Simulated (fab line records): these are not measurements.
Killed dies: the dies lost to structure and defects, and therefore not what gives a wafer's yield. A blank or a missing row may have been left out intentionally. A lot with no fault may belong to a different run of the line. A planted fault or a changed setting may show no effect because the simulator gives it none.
fab line records	flow gf180mcu
record lots=14	wafers=42	last_day=34
route steps=602 shown V1@356 M2@373 V2@386
lots that met no fault: from a run of the same line without faults
start_h: the number of hours between the record's first day and the start of the first shown wafer of the lot	wait_h: hours elapsed since this lot's preceding step	" same as the row above	L1.1+2: one row covering several wafers at once	- no value, or no start given	* or withheld: withheld	< > ~ a bound
route shown NAME@n: NAME is a module with steps in the file, n the number in the route of the first one	usual: mean and standard deviation over wafers with no fault	same: alike in all rows	chamber/n: place in a boat	sites: per-site readings	_std_site: the values' standard deviation	_edge_site: outer sites' mean less inner sites'	radius_mm: how far each site lies from the wafer's centre	mask NAME#n: copy n	behind: the most recent tool/chamber to have shaped the wafer	hold: why the lot was held/for how many hours/how that ended	device: which transistor (n, p or np) failed to switch	end of line: tests of these same wafers at the route's end	a step given without rows: its recipe and nothing more	killed: count of dies lost to structure and defects at first sort (not the wafer's yield)	map: shows each die of a wafer: x if killed, . if not, _ if none is there
set.NAME: the run value of the setting; set.NAME@STEP: its run value at that earlier step	model.NAME: the simulator's own value behind a step, which no gauge read
the route's steps for a sample of lots (tables are steps, rows are wafers)
services: from which hour (start_h, from the record's first day; less than 0 if before it) a tool's chamber was out of use, for how many hours, and why
## steps
# step GF_V1_SPUTTER_21
# recipe material=Ti	target_thk_nm=15	chamber_pressure_pa=5	power_w=2500	substrate_temp_c=200	time_s=80.02
# usual throttle_valve_pct=29.9/1.1
lot.wafer	tool	chamber	start_h	wait_h	throttle_valve_pct
L354.4	pvd_sputter-03	-	404.98	0.0	31.6
L354.5	"	-	"	"	28.3
L354.6	"	-	"	"	30.2
L355.4	pvd_sputter-03	-	419.70	0.0	28.5
L355.5	"	-	"	"	31.8
L355.6	"	-	"	"	30.0
L357.1	pvd_sputter-03	-	433.75	0.0	28.8
L357.2	"	-	"	"	30.2
L357.6	"	-	"	"	31.7
L358.1	pvd_sputter-03	-	450.41	0.0	31.9
L358.4	"	-	"	"	30.4
L358.5	"	-	"	"	31.9
L359.2	pvd_sputter-02	-	456.75	0.0	29.4
L359.4	"	-	"	"	29.7
L359.6	"	-	"	"	31.3
L361.3	pvd_sputter-02	-	482.53	0.0	30.1
L361.5	"	-	"	"	29.6
L361.6	"	-	"	"	31.5
L362.2	pvd_sputter-01	-	484.08	0.0	29.7
L362.5	"	-	"	"	29.7
L362.6	"	-	"	"	28.3
L363.1	pvd_sputter-03	-	490.81	0.0	31.6
L363.3	"	-	"	"	28.8
L363.4	"	-	"	"	30.1
L364.1	pvd_sputter-03	-	504.40	0.0	28.9
L364.3	"	-	"	"	29.7
L364.5	"	-	"	"	29.7
L365.3	pvd_sputter-03	-	513.58	0.0	30.3
L365.5	"	-	"	"	28.6
L365.6	"	-	"	"	30.1
L366.1	pvd_sputter-03	-	522.03	0.0	30.5
L366.4	"	-	"	"	28.4
L366.6	"	-	"	"	29.8
L373.3	pvd_sputter-03	-	575.40	0.0	28.6
L373.5	"	-	"	"	31.4
L373.6	"	-	"	"	28.6
L375.1	pvd_sputter-02	-	591.09	0.0	29.6
L375.2	"	-	"	"	31.2
L375.3	"	-	"	"	29.7
L377.1	pvd_sputter-03	-	606.71	0.0	29.6
L377.5	"	-	"	"	31.8
L377.6	"	-	"	"	28.7
# step GF_M2_EXPOSE_11
# recipe mask_id=Metal2	target_cd_nm=280	na=0.68	source_shape=conventional	sigma_outer=0.6	dose_mj=28
# usual exposure_dose_mJ_cm2=28.354/0.027
lot.wafer	tool	chamber	start_h	wait_h	mask	exposure_dose_mJ_cm2
L354.4	krf_scanner-01	0	417.53	-	Metal2#0	28.332
L354.5	"	0	"	"	Metal2#0	28.380
L354.6	"	0	"	"	Metal2#0	28.343
L355.4	krf_scanner-02	0	433.22	-	Metal2#0	28.386
L355.5	"	0	"	"	Metal2#0	28.340
L355.6	"	0	"	"	Metal2#0	28.362
L357.1	krf_scanner-01	0	447.04	-	Metal2#0	28.341
L357.2	"	0	"	"	Metal2#0	28.289
L357.6	"	0	"	"	Metal2#0	28.314
L358.1	krf_scanner-02	0	463.26	-	Metal2#0	28.365
L358.4	"	0	"	"	Metal2#0	28.335
L358.5	"	0	"	"	Metal2#0	28.331
L359.2	krf_scanner-02	0	469.20	-	Metal2#0	28.352
L359.4	"	0	"	"	Metal2#0	28.348
L359.6	"	0	"	"	Metal2#0	28.393
L361.3	krf_scanner-02	0	495.50	-	Metal2#0	28.371
L361.5	"	0	"	"	Metal2#0	28.316
L361.6	"	0	"	"	Metal2#0	28.360
L362.2	krf_scanner-01	0	496.43	-	Metal2#0	28.392
L362.5	"	0	"	"	Metal2#0	28.378
L362.6	"	0	"	"	Metal2#0	28.358
L363.1	krf_scanner-02	0	503.58	-	Metal2#0	28.360
L363.3	"	0	"	"	Metal2#0	28.379
L363.4	"	0	"	"	Metal2#0	28.385
L364.1	krf_scanner-02	0	517.30	-	Metal2#0	28.345
L364.3	"	0	"	"	Metal2#0	28.374
L364.5	"	0	"	"	Metal2#0	28.369
L365.3	krf_scanner-02	0	526.71	-	Metal2#0	28.350
L365.5	"	0	"	"	Metal2#0	28.302
L365.6	"	0	"	"	Metal2#0	28.298
L366.1	krf_scanner-02	0	534.57	-	Metal2#0	28.295
L366.4	"	0	"	"	Metal2#0	28.325
L366.6	"	0	"	"	Metal2#0	28.294
L373.3	krf_scanner-02	0	587.10	-	Metal2#0	27.256
L373.5	"	0	"	"	Metal2#0	27.300
L373.6	"	0	"	"	Metal2#0	27.311
L375.1	krf_scanner-02	0	603.15	-	Metal2#0	26.462
L375.2	"	0	"	"	Metal2#0	26.484
L375.3	"	0	"	"	Metal2#0	26.497
L377.1	krf_scanner-01	0	618.00	-	Metal2#0	28.366
L377.5	"	0	"	"	Metal2#0	28.391
L377.6	"	0	"	"	Metal2#0	28.364
# step GF_M2_CD_MEAS_14
# recipe target_cd_nm=280
# usual cd_nm=280.1/1.2
lot.wafer	tool	chamber	start_h	wait_h	cd_nm
L354.4	cd_sem-02	-	429.66	0.1	277.6
L354.5	"	-	"	"	277.4
L354.6	"	-	"	"	278.5
L355.4	cd_sem-01	-	445.25	0.1	280.2
L355.5	"	-	"	"	281.1
L355.6	"	-	"	"	281.9
L357.1	cd_sem-01	-	458.80	0.1	278.7
L357.2	"	-	"	"	280.5
L357.6	"	-	"	"	279.5
L358.1	cd_sem-01	-	474.99	0.1	280.7
L358.4	"	-	"	"	281.0
L358.5	"	-	"	"	280.8
L359.2	cd_sem-02	-	481.38	0.1	278.6
L359.4	"	-	"	"	281.5
L359.6	"	-	"	"	280.8
L361.3	cd_sem-01	-	507.52	0.1	280.6
L361.5	"	-	"	"	281.2
L361.6	"	-	"	"	280.1
L362.2	cd_sem-01	-	507.95	0.1	280.6
L362.5	"	-	"	"	280.7
L362.6	"	-	"	"	279.6
L363.1	cd_sem-01	-	514.93	0.1	278.2
L363.3	"	-	"	"	277.9
L363.4	"	-	"	"	277.9
L364.1	cd_sem-01	-	529.08	0.1	280.2
L364.3	"	-	"	"	281.0
L364.5	"	-	"	"	279.7
L365.3	cd_sem-01	-	538.29	0.1	282.3
L365.5	"	-	"	"	281.9
L365.6	"	-	"	"	280.3
L366.1	cd_sem-02	-	546.08	0.1	279.7
L366.4	"	-	"	"	279.0
L366.6	"	-	"	"	279.3
L373.3	cd_sem-01	-	597.86	0.1	265.8
L373.5	"	-	"	"	243.9
L373.6	"	-	"	"	274.6
L375.1	cd_sem-01	-	613.10	0.1	256.9
L375.2	"	-	"	"	247.3
L375.3	"	-	"	"	254.3
L377.1	cd_sem-02	-	627.89	0.2	282.5
L377.5	"	-	"	"	282.8
L377.6	"	-	"	"	283.2
# step GF_M2_STRIP_17
# recipe chemistry=O2/N2	power_w=1400	pressure_mtorr=1500	platen_temp_c=250	o2_flow_sccm=3000	n2_flow_sccm=300	overash_fraction=0.5
# usual chamber_pressure_mTorr=1499.7/1.3	drypump_motor_current_A=5.70/0.28	heater_power_w=346/24	n2_flow_sccm=300.2/0.79	oes_product_au=0.558/0.005	strip_time_to_endpoint_s=7.87/0.044
lot.wafer	tool	chamber	start_h	wait_h	chamber_pressure_mTorr	drypump_motor_current_A	heater_power_w	n2_flow_sccm	oes_product_au	rf_hours_counter_h	strip_time_to_endpoint_s
L354.4	plasma_asher-03	0	429.90	0.1	1497.8	5.46	323	300.4	0.541	-	7.78
L354.5	"	0	"	"	1497.9	5.44	326	301.1	0.552	-	7.81
L354.6	"	1	"	"	1502.0	5.86	333	300.4	0.556	-	7.78
L355.4	plasma_asher-03	1	445.49	0.1	1502.6	5.85	331	299.8	0.557	-	7.82
L355.5	"	1	"	"	1498.6	5.88	323	299.1	0.559	-	7.83
L355.6	"	0	"	"	1498.7	5.45	319	299.1	0.560	-	7.82
L357.1	plasma_asher-04	0	459.07	0.1	1500.4	6.15	354	299.9	0.552	3	7.87
L357.2	"	1	"	"	1499.0	5.82	384	301.2	0.557	3	7.83
L357.6	"	0	"	"	1499.0	6.16	354	299.6	0.555	-	7.90
L358.1	plasma_asher-01	1	475.25	0.1	1501.7	5.27	336	301.6	0.554	80	7.86
L358.4	"	1	"	"	1498.4	5.28	342	298.7	0.557	-	7.86
L358.5	"	0	"	"	1498.2	5.81	369	299.9	0.558	-	7.87
L359.2	plasma_asher-03	0	481.62	0.1	1499.9	5.47	319	300.5	0.551	74	7.89
L359.4	"	0	"	"	1500.8	5.44	316	300.2	0.566	-	7.89
L359.6	"	1	"	"	1501.2	5.86	337	299.3	0.554	-	7.90
L361.3	plasma_asher-01	0	507.79	0.1	1500.1	5.81	369	299.4	0.562	-	7.91
L361.5	"	1	"	"	1501.8	5.27	346	299.8	0.556	-	7.88
L361.6	"	0	"	"	1498.8	5.82	378	300.4	0.561	-	7.91
L362.2	plasma_asher-03	1	508.19	0.1	1500.3	5.85	330	299.1	0.559	76	7.88
L362.5	"	1	"	"	1499.3	5.87	331	299.7	0.544	-	7.82
L362.6	"	0	"	"	1499.3	5.42	319	299.4	0.564	-	7.84
L363.1	plasma_asher-01	0	515.20	0.1	1501.6	5.81	368	301.8	0.555	84	7.90
L363.3	"	0	"	"	1498.9	5.81	374	301.0	0.563	-	7.87
L363.4	"	1	"	"	1500.8	5.28	334	299.2	0.555	-	7.93
L364.1	plasma_asher-04	0	529.35	0.1	1499.9	6.16	362	301.2	0.555	11	7.94
L364.3	"	0	"	"	1498.8	6.16	365	300.4	0.561	-	7.94
L364.5	"	1	"	"	1500.6	5.81	367	300.4	0.554	-	7.90
L365.3	plasma_asher-03	1	538.55	0.1	1499.1	5.86	323	299.7	0.567	-	7.96
L365.5	"	0	"	"	1501.1	5.46	313	299.3	0.564	-	7.92
L365.6	"	1	"	"	1499.3	5.85	331	300.0	0.570	-	7.89
L366.1	plasma_asher-01	1	546.46	0.2	1498.6	5.30	329	302.3	0.556	88	7.87
L366.4	"	0	"	"	1499.0	5.81	376	301.7	0.557	-	7.83
L366.6	"	1	"	"	1499.7	5.28	327	300.0	0.565	-	7.84
L373.3	plasma_asher-01	1	598.13	0.1	1500.7	5.26	340	300.0	0.561	-	7.89
L373.5	"	1	"	"	1497.9	5.26	339	300.8	0.558	-	7.84
L373.6	"	0	"	"	1501.5	5.79	384	299.1	0.563	-	7.89
L375.1	plasma_asher-03	1	613.48	0.2	1498.0	5.85	325	299.3	0.560	87	7.90
L375.2	"	0	"	"	1500.1	5.44	315	298.6	0.553	87	7.88
L375.3	"	0	"	"	1499.0	5.45	320	299.9	0.564	-	7.88
L377.1	plasma_asher-01	1	628.16	0.1	1499.6	5.27	342	300.1	0.549	96	7.85
L377.5	"	1	"	"	1498.3	5.29	329	299.8	0.562	-	7.85
L377.6	"	0	"	"	1499.0	5.80	377	300.7	0.549	-	7.83
# step GF_V2_CMP_04
# recipe material=SiO2	down_force_psi=4	platen_rpm=60	pad_velocity_m_s=0.94248
# usual head_pressure_psi=3.999/0.0088	motor_current_A=11.9/1.3	time_to_endpoint_s=79/5.3
lot.wafer	tool	chamber	start_h	wait_h	head_pressure_psi	motor_current_A	time_to_endpoint_s
L354.4	cmp-01	2	430.82	0.2	3.997	11.9	87
L354.6	"	3	"	"	3.993	10.9	84
L354.5	"	0	"	"	4.001	10.8	89
L355.4	cmp-01	1	446.30	0.1	4.001	12.8	86
L355.6	"	0	"	"	4.004	10.9	86
L355.5	"	1	"	"	4.017	13.0	85
L357.2	cmp-02	1	459.95	0.1	3.996	10.7	78
L357.1	"	3	"	"	3.992	10.9	83
L357.6	"	0	"	"	4.011	13.9	84
L358.1	cmp-01	0	476.05	0.1	4.015	10.6	83
L358.4	"	3	"	"	4.004	11.3	81
L358.5	"	1	"	"	4.007	13.1	82
L359.2	cmp-02	2	482.51	0.1	3.996	13.1	84
L359.4	"	3	"	"	4.006	10.6	89
L359.6	"	2	"	"	3.990	12.5	90
L361.3	cmp-01	3	508.68	0.1	4.018	11.7	75
L361.6	"	1	"	"	4.005	13.9	79
L361.5	"	2	"	"	3.993	11.4	75
L362.2	cmp-02	0	509.15	0.2	3.992	13.4	73
L362.6	"	1	"	"	4.006	11.0	84
L362.5	"	2	"	"	4.003	12.7	87
L363.1	cmp-02	1	516.00	0.1	4.002	11.0	78
L363.4	"	3	"	"	3.993	10.9	89
L363.3	"	0	"	"	3.996	14.2	78
L364.3	cmp-02	1	530.15	0.0	4.006	11.2	80
L364.1	"	0	"	"	3.999	14.7	76
L364.5	"	2	"	"	4.005	12.6	77
L365.3	cmp-02	0	539.45	0.1	3.991	14.6	69
L365.5	"	2	"	"	4.008	11.9	78
L365.6	"	3	"	"	3.991	11.2	78
L366.1	cmp-02	1	547.33	0.1	3.998	10.9	79
L366.4	"	0	"	"	3.986	14.5	84
L366.6	"	1	"	"	4.010	10.8	76
L373.3	cmp-01	1	598.99	0.1	4.008	13.1	67
L373.5	"	3	"	"	3.988	11.0	80
L373.6	"	0	"	"	3.996	10.8	80
L375.3	cmp-01	3	614.33	0.1	4.001	10.6	67
L375.1	"	0	"	"	4.000	10.9	74
L375.2	"	1	"	"	4.003	13.0	70
L377.1	cmp-02	2	629.06	0.1	3.995	12.7	72
L377.5	"	0	"	"	4.002	13.3	78
L377.6	"	1	"	"	3.995	11.3	78
## services
tool	chamber	start_h	hours	kind
cmp-01	-	383.28	0.8	repair
pvd_sputter-02	-	400.02	2.0	repair
cmp-02	-	404.00	4.0	pm
plasma_asher-04	-	421.25	9.0	pm
krf_scanner-01	-	435.15	0.8	pm
krf_scanner-01	-	454.48	1.3	pm
krf_scanner-02	-	463.51	4.4	pm
krf_scanner-02	-	484.75	0.8	pm
pvd_sputter-01	-	486.16	3.1	repair
krf_scanner-02	-	512.75	1.0	pm
plasma_asher-03	-	517.88	13.3	repair
krf_scanner-01	-	519.92	1.0	pm
krf_scanner-02	-	524.87	1.3	pm
pvd_sputter-03	-	528.77	2.3	repair
krf_scanner-01	-	543.47	1.9	repair
cmp-01	-	572.00	4.0	pm
krf_scanner-01	-	573.83	4.4	pm
plasma_asher-04	-	576.93	1.4	repair
cmp-01	-	578.91	6.1	repair
krf_scanner-02	-	582.19	4.0	pm
krf_scanner-01	-	603.97	0.8	pm
cmp-01	-	604.98	3.6	pm
cmp-02	-	617.42	1.7	repair
pvd_sputter-02	-	623.42	0.7	repair
## key
first_sign step=GF_M2_EXPOSE_11	reading=exposure_dose_mJ_cm2	direction=down	sigmas=55	usual=28.354	struck=26.885
effect step=GF_M2_CD_MEAS_14	reading=cd_nm	direction=down	sigmas=19	usual=280.1	struck=257.1	through=control_loop
met_at GF_M2_EXPOSE_11
struck_lots L373,L375
sort_left_out L373.3,L373.5,L373.6,L375.1,L375.2,L375.3
loop_trim step=GF_M2_EXPOSE_11	setting=dose	lots=L373,L375
not_acting_at GF_V1_SPUTTER_21,GF_M2_STRIP_17,GF_V2_CMP_04
onset_between 534.57 587.10
fault kind=process_parameter_drift	tool=krf_scanner-02	chamber=-	onset_h=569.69	steps=GF_M2_EXPOSE_11	channel=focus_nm	offset=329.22	spread_by_wafer=0.3	shape=step	end_h=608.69
# sort_left_out: the simulated sort isn't trusted on such a fault, so these wafers' sort isn't shown, and their yield isn't known
# loop_trim: a control loop set the setting to another value than it would have without faults
